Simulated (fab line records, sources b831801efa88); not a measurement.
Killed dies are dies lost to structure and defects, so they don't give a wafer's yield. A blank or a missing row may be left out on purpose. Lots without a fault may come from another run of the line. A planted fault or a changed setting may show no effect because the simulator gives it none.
Problem report in the 8D (eight disciplines) form, filled by code | flow gf180mcu | the parts of the form that need people (team, actions taken, sign-off) are left out

1. THE PROBLEM
MVPSD_OVL at GF_MVPSD_OVL_MEAS_07 reads a mean of -75.7 nm on 6 wafers of 2 lots; wafers without a fault read -0.7 nm with a standard deviation of 1.4. That is -54 standard deviations from the usual mean.
First seen on wafer L347.1, day 9 00:29, on overlay-02. The record holds 36 wafers of 12 lots with a number at this step. Rule for "out", or "out of limits": more than 4 standard deviations from the usual mean. The other wafers with a number count as sound.

2. WHAT IT IS AND WHAT IT IS NOT
question                    | is                     | is not
which readings at this step | MVPSD_OVL              | -
which lots                  | L347, L351             | L332, L333, L334, L335, L337, L338, L340, L345, L346, L354
which wafers of those lots  | all that have a number | -
read on which gauges        | overlay-02             | overlay-01
when                        | from day 9 00:29       | up to then (27 sound wafers); but 3 sound wafers of L354 came after

3. SUSPECTS, AND WHAT RULES EACH OUT
Counting: a tool at a process step up to the reading stays a suspect if it ran every lot that is out and no sound lot after the first of them.
- the gauge at GF_MVPSD_OVL_MEAS_07: kept. All the wafers that are out were read on overlay-02, and no step on other tools shows them out.
- iline_stepper-02 at GF_MVPSD_EXPOSE_04 (exposes mask MVPSD, target cd 1000 nm): kept. It ran every lot that is out, first L347 (day 8 16:11), and no sound lot after that; its last sound lot up to then is L338 (day 6 12:55).
Left after counting: iline_stepper-02 at GF_MVPSD_EXPOSE_04, overlay-02 at GF_MVPSD_OVL_MEAS_07.

4. THE CAUSE (what the simulator had put in)
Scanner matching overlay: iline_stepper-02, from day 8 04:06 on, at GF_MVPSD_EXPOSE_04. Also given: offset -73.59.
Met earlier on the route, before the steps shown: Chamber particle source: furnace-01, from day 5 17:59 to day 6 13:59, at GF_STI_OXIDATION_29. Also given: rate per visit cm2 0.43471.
Counting left 2 suspects, and this tool is among them.

5. THE CHAIN OF EFFECTS, in route order
Each row: a reading whose mean over the struck wafers that have a number lies more than 3 standard deviations from the usual. Only readings for which the record gives a usual standard deviation are gone through. hours: the time from each lot's start at the first step in this table that gives one to its start at this step, as a median over the lots. sigmas: the change in usual standard deviations.
hours | step                 | reading   | usual   | on struck wafers | change | sigmas
0     | GF_MVPSD_OVL_MEAS_07 | MVPSD_OVL | -0.7 nm | -75.7            | -75.0  | -54
Later measuring or inspecting steps at which every struck wafer that the step has a row for has a number for every such reading, and none has moved that far: GF_HV_LDD_CD_MEAS_31.

6. WHAT WOULD HAVE CAUGHT IT SOONER
In this record the first reading out of limits at a measuring or inspecting step was taken at day 9 00:29, 20 hours after the fault began at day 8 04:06.
Of the tool readings at GF_MVPSD_EXPOSE_04 for which the record gives a usual standard deviation, none was out on any struck wafer, so an alarm limit of 4 standard deviations on them would not have fired.
Of the lots that are out (2), L351 began GF_MVPSD_EXPOSE_04 on iline_stepper-02 after day 9 00:29. A hold on the tool at that time would have spared it.
